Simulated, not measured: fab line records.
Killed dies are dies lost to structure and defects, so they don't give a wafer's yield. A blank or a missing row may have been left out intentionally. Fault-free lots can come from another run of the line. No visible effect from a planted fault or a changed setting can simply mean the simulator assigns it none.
A sampling plan put to the test -- flow sky130 -- each of the 23 faults these records tell of, on one fab line, judged from the records of the lots it struck
The line's own looks make up the plan; these are the steps of the route where a gauge or inspection reads the wafer and leaves it unchanged. A look can be judged if struck wafers have a number there and the file gives its usual mean and standard deviation on fault-free wafers. Caught: 4 or more of those standard deviations (sigma) separate the usual mean from the mean of the struck wafers at a look after the fault's first step. On the tool: the fault's steps, tested the same way using the tool's own readings. It also counts as caught if the struck wafers ran another recipe or if their record alone is blank.

== THE FAULTS, as the simulator had put them in ==
1. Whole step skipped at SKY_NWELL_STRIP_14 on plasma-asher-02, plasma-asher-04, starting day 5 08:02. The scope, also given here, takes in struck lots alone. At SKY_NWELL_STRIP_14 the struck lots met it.
2. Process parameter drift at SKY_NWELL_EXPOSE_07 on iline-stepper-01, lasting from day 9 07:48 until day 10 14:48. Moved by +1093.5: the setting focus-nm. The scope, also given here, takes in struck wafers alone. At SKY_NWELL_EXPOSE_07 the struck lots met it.
3. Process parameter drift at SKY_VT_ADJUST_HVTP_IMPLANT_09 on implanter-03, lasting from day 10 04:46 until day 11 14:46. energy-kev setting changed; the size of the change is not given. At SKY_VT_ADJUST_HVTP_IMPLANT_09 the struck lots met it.
4. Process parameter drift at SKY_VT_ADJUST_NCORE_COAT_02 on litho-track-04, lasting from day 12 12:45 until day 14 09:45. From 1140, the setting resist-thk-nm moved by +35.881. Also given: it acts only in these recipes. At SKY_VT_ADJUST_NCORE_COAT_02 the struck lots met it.
5. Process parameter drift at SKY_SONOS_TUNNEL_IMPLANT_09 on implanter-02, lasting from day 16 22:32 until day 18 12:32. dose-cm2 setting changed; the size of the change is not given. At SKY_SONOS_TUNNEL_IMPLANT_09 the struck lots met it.
6. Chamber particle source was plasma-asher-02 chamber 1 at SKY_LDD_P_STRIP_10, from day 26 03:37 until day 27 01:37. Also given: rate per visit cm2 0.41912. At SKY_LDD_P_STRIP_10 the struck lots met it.
7. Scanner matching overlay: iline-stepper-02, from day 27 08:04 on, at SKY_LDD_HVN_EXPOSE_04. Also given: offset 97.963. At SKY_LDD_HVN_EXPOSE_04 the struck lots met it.
8. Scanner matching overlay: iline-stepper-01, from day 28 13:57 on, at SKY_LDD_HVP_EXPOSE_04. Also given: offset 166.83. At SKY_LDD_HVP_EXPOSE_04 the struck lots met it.
9. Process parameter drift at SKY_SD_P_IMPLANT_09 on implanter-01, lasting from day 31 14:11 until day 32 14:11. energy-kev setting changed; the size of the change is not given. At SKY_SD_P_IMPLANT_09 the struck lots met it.
10. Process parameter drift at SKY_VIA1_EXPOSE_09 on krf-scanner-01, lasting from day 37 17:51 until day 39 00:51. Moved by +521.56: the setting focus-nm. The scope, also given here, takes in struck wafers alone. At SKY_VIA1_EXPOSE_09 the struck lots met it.
11. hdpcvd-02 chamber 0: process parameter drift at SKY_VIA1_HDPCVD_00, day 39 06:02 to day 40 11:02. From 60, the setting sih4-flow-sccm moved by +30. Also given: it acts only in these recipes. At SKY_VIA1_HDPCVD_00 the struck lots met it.
12. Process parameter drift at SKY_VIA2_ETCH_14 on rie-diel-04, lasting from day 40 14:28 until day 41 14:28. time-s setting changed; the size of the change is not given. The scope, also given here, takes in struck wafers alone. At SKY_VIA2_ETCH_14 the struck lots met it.
13. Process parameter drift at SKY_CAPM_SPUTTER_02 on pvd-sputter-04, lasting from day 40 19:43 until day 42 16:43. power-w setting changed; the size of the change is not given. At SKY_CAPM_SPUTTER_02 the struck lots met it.
14. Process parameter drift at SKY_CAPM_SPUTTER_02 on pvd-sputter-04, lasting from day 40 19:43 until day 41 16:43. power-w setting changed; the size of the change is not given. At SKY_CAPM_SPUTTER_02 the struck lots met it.
15. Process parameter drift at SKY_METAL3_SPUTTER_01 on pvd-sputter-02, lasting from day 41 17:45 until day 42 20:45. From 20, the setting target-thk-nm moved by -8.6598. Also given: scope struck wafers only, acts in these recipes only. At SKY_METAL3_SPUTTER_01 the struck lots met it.
16. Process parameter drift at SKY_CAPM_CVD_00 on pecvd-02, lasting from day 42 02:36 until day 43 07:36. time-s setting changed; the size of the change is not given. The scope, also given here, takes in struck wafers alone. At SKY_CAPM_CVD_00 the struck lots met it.
17. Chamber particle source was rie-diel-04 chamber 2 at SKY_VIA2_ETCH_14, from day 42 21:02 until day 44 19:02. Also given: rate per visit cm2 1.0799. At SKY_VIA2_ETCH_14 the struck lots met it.
18. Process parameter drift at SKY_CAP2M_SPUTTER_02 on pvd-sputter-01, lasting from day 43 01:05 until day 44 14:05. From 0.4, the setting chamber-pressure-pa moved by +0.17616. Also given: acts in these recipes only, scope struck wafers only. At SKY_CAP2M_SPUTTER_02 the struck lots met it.
19. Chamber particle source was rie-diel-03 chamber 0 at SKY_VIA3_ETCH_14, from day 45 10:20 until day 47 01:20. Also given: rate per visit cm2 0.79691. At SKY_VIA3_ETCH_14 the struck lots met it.
20. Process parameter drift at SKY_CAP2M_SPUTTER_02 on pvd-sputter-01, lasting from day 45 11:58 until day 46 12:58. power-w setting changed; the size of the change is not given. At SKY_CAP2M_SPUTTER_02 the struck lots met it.
21. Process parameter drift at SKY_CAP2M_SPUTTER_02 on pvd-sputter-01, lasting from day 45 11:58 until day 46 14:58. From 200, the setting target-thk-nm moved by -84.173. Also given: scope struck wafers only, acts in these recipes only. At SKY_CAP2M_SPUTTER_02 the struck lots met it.
22. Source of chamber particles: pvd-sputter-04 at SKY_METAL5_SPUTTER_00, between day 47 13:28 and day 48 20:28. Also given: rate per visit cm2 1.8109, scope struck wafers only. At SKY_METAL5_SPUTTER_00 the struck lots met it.
23. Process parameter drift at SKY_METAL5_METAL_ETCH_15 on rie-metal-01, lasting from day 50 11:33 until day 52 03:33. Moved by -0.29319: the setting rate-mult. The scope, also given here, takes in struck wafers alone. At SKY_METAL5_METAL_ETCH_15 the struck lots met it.

== WHAT THE PLAN SAW ==
fault,on the tool itself,first look that catches it,"reading, sigma",median hours from its first step to that look,hours from the fault's start to the first struck lot there,judged looks passed uncaught
1,the tool's record is blank for the struck wafers,SKY_NWELL_TW_MEAS_26,NWELL_2_TW -99 or beyond,20.8,23,0
2,under 2 sigma,none of the 6 looks that can be judged after it,-,-,-,6
3,beam-energy-keV +99 or beyond sigma,SKY_VT_ADJUST_HVTP_TW_MEAS_11,VT_ADJUST_HVTP_TW +4.0,0.2,10,0
4,no reading that can be judged,not the one look that can be judged after it,-,-,-,1
5,dose-ions-cm2 -99 or beyond sigma,SKY_SONOS_TUNNEL_TW_MEAS_12,SONOS_TUNNEL_TW -25,0.4,2,0
6,under 2 sigma,none of the 5 looks that can be judged after it,-,-,-,5
7,no reading that can be judged,SKY_LDD_HVN_OVL_MEAS_07,LDD_HVN_OVL +81,14.7,18,0
8,no reading that can be judged,SKY_LDD_HVP_OVL_MEAS_07,LDD_HVP_OVL +99 or beyond,14.6,22,0
9,beam-energy-keV -99 or beyond sigma,SKY_SD_N_RS_MEAS_17,SD_P_RS +5.9,54.5,58,0
10,under 2 sigma,not the one look that can be judged after it,-,-,-,1
11,sih4-flow-sccm +99 or beyond sigma,SKY_VIA1_THK_MEAS_01,VIA1_HDPCVD_THK +47,0.1,5,0
12,oes-product-au +19 sigma,no look after it can be judged,-,-,-,0
13,cathode-dc-power-W -99 or beyond sigma,SKY_CAPM_RS_MEAS_03,CAPM_TIN_RS +4.0,0.2,2,0
14,cathode-dc-power-W -99 or beyond sigma,no look after it can be judged,-,-,-,0
15,under 2 sigma,no look after it can be judged,-,-,-,0
16,under 2 sigma,SKY_CAPM_THK_MEAS_01,CAPM_CVD_00_THK -6.3,0.0,2,0
17,under 2 sigma,not the one look that can be judged after it,-,-,-,1
18,chamber-pressure-pa +99 or beyond sigma,SKY_CAP2M_RS_MEAS_03,CAP2M_TIN_RS +4.1,0.1,5,0
19,under 2 sigma,no look after it can be judged,-,-,-,0
20,cathode-dc-power-W -99 or beyond sigma,SKY_CAP2M_RS_MEAS_03,CAP2M_TIN_RS +8.7,0.1,2,0
21,under 2 sigma,SKY_CAP2M_RS_MEAS_03,CAP2M_TIN_RS +65,0.1,2,0
22,under 2 sigma,not the one look that can be judged after it,-,-,-,1
23,oes-product-au -16 sigma,no look after it can be judged,-,-,-,0
Dash: fault not caught, or number not given in these records.

Caught at a look: 12 of 23. Caught on the tool: 11 of 23. By one or the other: 15 of 23.
Caught on the tool alone: faults 12, 14, 23.
Caught at a look alone: faults 7, 8, 16, 21.
Caught by neither: faults 2, 4, 6, 10, 15, 17, 19, 22.

== THINNER SAMPLING ==
Were the look that catches a fault to measure just every second or every third lot (counted by lot number), the first struck lot would, at worst, be measured this late:
fault,"struck lots at that look, in order of time",every lot,every second lot,every third lot
1,"L228, L229, L230",23 h,38 h,39 h
3,"L246, L248",10 h,may miss all 2,may miss all 2
5,"L427, L431",2 h,may miss all 2,may miss all 2
7,"L655, L657",18 h,may miss all 2,may miss all 2
8,"L338, L339",22 h,32 h,may miss all 2
9,"L325, L324, L327",58 h,63 h,may miss all 3
11,"L444, L445, L448",5 h,9 h,may miss all 3
13,"L613, L614",2 h,12 h,may miss all 2
16,"L824, L825",2 h,8 h,may miss all 2
18,L728,5 h,may miss it,may miss it
20,"L836, L837",2 h,12 h,may miss all 2
21,L185,2 h,may miss it,may miss it
Hours are from the fault's start to the first struck lot that is measured. The test against the limit of 4 sigma pooled every struck wafer, which means one lot taken alone may stay below that limit. Other struck lots may not be in these records.

== THE LONGEST TIMED WAY FROM STEP TO LOOK ==
In fault 9, a median of 54.5 hours elapses between SKY_SD_P_IMPLANT_09 and SKY_SD_N_RS_MEAS_17. No look between them can be judged.
